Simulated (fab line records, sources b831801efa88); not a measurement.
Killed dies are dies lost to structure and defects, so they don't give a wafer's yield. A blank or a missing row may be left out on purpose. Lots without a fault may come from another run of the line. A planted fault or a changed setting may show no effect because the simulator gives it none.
Which tool did it? | flow sky130 | 13 lots, 39 wafers sampled, at 2 steps of a route of 708

WHAT THE GAUGES READ, wafer by wafer
SKY_LDD_P_CD_MEAS_07: target cd 380 nm.
lot  | measured     | on        | cd_nm (nm)
L444 | day 19 13:04 | cd_sem-01 | 382.3 381.1 380.8
L445 | day 19 17:08 | cd_sem-02 | 383.3 381.9 383.5
L446 | day 20 00:26 | cd_sem-01 | 381.0 384.7 383.7
L447 | day 20 11:59 | cd_sem-02 | 375.3 376.2 379.0
L448 | day 20 21:17 | cd_sem-01 | 383.9 382.9 383.8
L456 | day 24 03:12 | cd_sem-01 | 379.8 378.5 379.7
L458 | day 24 19:05 | cd_sem-01 | 379.1 376.9 376.2
L461 | day 25 08:40 | cd_sem-01 | 386.5 385.1 386.9
L462 | day 25 12:47 | cd_sem-02 | 378.5 380.5 377.4
L463 | day 25 22:25 | cd_sem-01 | 382.3 382.5 383.1
L464 | day 26 11:25 | cd_sem-02 | 382.2 376.8 377.8
L465 | day 27 01:15 | cd_sem-01 | 379.8 380.9 381.4
L466 | day 27 05:11 | cd_sem-02 | 378.6 378.0 380.7

SKY_LDD_HVP_TW_MEAS_10.
lot  | measured     | on            | LDD_HVP_TW
L444 | day 22 03:54 | film_metro-02 | 459 454 453
L445 | day 22 07:12 | film_metro-02 | 456 455 455
L446 | day 22 15:39 | film_metro-01 | 457 457 456
L447 | day 23 02:00 | film_metro-02 | 453 452 453
L448 | day 23 10:58 | film_metro-01 | 458 458 459
L456 | day 26 15:52 | film_metro-01 | 455 456 456
L458 | day 27 06:12 | film_metro-01 | 456 456 454
L461 | day 27 18:54 | film_metro-01 | 457 454 457
L462 | day 27 23:10 | film_metro-02 | 449 454 452
L463 | day 28 08:08 | film_metro-02 | 455 453 457
L464 | day 28 20:45 | film_metro-03 | 460 460 462
L465 | day 29 09:31 | film_metro-02 | 454 454 455
L466 | day 29 13:10 | film_metro-03 | 460 461 462

WHICH TOOL RAN EACH LOT (tool, then ch and the chambers of the sampled wafers, then the start)
The record holds no process step before these readings.

WHAT THE TOOLS THEMSELVES READ (means of the sampled wafers that have a number; where no wafer has one, the mark that the record gives instead)
The record holds no such reading with a usual standard deviation.

THE ANSWER, worked out from the rows above alone
Rule: what is usual is taken from the lots themselves. Put in order of their means at a reading, lots are off if they are a third of the lots or fewer, leave a main group of 4 or more, and stand apart from it by a gap of 3 or more times the standard deviation of the main group's means; of several such gaps the widest counts. A main group whose means are all the same, to the digits that the tables above print for the reading, isn't used. A lot without any number at a reading at which 4 lots or more have one is off too. The other lots that the step has rows for count as sound. The gauges are gone through in route order, then the tools' own readings, and for those a lot's mean is taken as printed above. The first step at which some lot is off is used, and at that step the reading that is off furthest; a lot without a number counts as furthest.
No lot is off at any reading shown: from this, nothing can be told.

WHAT THE SIMULATOR HAD PUT IN
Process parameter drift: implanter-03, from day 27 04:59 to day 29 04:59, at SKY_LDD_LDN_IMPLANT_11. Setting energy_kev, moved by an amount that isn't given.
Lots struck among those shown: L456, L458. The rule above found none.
